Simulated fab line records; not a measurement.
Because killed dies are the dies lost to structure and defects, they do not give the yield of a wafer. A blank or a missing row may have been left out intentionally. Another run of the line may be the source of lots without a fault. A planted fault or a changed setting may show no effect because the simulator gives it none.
Problem report in the 8D (eight disciplines) form, filled by code / flow sky130 / the parts of the form that need people (team, actions taken, sign-off) are left out

== 1. PROBLEM STATEMENT ==
Mean LOCAL_INTERCONNECT_TIN_RS at SKY_LOCAL_INTERCONNECT_RS_MEAS_01: 7.41 ohm/sq over 2 wafers in 2 lots; fault-free wafers: 14.11 ohm/sq, standard deviation 0.18. That is -37 standard deviations from the usual mean.
The step: measures by four-point-probe.
Seen first at day 33 02:01 on film_metro-01, wafer L840.3. The record holds 12 wafers of 4 lots with a number at this step. Rule for "out" (also "out of limits"): further than 4 standard deviations from the usual mean. Any other wafer with a number is counted as sound.

== 2. WHAT IT IS, WHAT IT ISN'T ==
question=which readings at this step | is=LOCAL_INTERCONNECT_TIN_RS | is not=-
question=which lots | is=L840, L843 | is not=L829, L847
question=which wafers of those lots | is=L840.3, L843.2 | is not=L840.1, L840.2, L843.1, L843.4
question=read on which gauges | is=film_metro-01 | is not=film_metro-04
question=when | is=from day 33 02:01 | is not=up to then (5 sound wafers); but 5 sound wafers of L843, L847 came after

== 3. SUSPECTS, AND WHAT RULES EACH OUT ==
Counting: if a tool at a process step up to the reading ran every lot that is out, it stays a suspect. Sound lots after the first of them don't rule it out here, since some wafers of a struck lot are sound.
- ruled out: the gauge at SKY_LOCAL_INTERCONNECT_RS_MEAS_01. All the wafers that are out were read on film_metro-01, but those of them that SKY_LOCAL_INTERCONNECT_METAL_ETCH_14 has rows for are out there too, on other tools.
- pvd_sputter-03 at SKY_LOCAL_INTERCONNECT_SPUTTER_00 (material TiN, target thk 100 nm, time 83.3 s): kept. It processed each lot that is out (first: L840, day 33 01:57); up to then, its last sound lot is L829 (day 28 15:49).
The count leaves pvd_sputter-03 at SKY_LOCAL_INTERCONNECT_SPUTTER_00.

== 4. THE CAUSE (what the simulator had put in) ==
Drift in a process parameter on pvd_sputter-03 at SKY_LOCAL_INTERCONNECT_SPUTTER_00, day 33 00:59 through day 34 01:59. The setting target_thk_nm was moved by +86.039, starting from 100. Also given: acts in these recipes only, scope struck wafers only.
Only this tool survived the counting.

== 5. THE CHAIN OF EFFECTS, in route order ==
Rows list readings where the struck wafers' mean (over those with a number) sits beyond 3 standard deviations from the usual. Only readings for which the record gives a usual standard deviation are gone through. hours: the time from each lot's start at the first step in this table that gives one to its start at this step, as a median over the lots. sigmas: the change in usual standard deviations.
hours=0; step=SKY_LOCAL_INTERCONNECT_RS_MEAS_01; reading=LOCAL_INTERCONNECT_TIN_RS; usual=14.11 ohm/sq; on struck wafers=7.41; change=-6.70; sigmas=-37
hours=8; step=SKY_LOCAL_INTERCONNECT_THK_MEAS_02; reading=LOCAL_INTERCONNECT_TIN_THK; usual=101.3 nm; on struck wafers=189.4; change=+88.1; sigmas=+73
hours=25; step=SKY_LOCAL_INTERCONNECT_METAL_ETCH_14; reading=oes_product_au; usual=0.943 a.u.; on struck wafers=0.998; change=+0.055; sigmas=+6.6
hours=363; step=SKY_PAD_OPEN_PROBE_99; reading=killed_at_contacts; usual=23; on struck wafers=432; change=+409; sigmas=+87
hours=363; step=SKY_PAD_OPEN_PROBE_99; reading=killed_dies; usual=86; on struck wafers=492; change=+406; sigmas=+46
hours=363; step=SKY_PAD_OPEN_PROBE_99; reading=killed_on_rim; usual=17; on struck wafers=96; change=+79; sigmas=+21
Process steps it contains:
- SKY_LOCAL_INTERCONNECT_METAL_ETCH_14: etches TiN in Cl2/BCl3, stops on PSG, target depth 110 nm, time 31.4 s.
- SKY_PAD_OPEN_PROBE_99

== 6. HOW IT WOULD HAVE BEEN CAUGHT EARLIER ==
In this record the first reading out of limits at a measuring or inspecting step was taken at day 33 02:01, 1 hour after the fault began at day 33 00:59.
No tool reading at SKY_LOCAL_INTERCONNECT_SPUTTER_00 that has a usual standard deviation in the record was out on any struck wafer, so an alarm limit of 4 standard deviations on those readings would not have fired.
Of the lots that are out (2), L843 began SKY_LOCAL_INTERCONNECT_SPUTTER_00 on pvd_sputter-03 after day 33 02:01. Had the tool been put on hold then, it would have been spared.
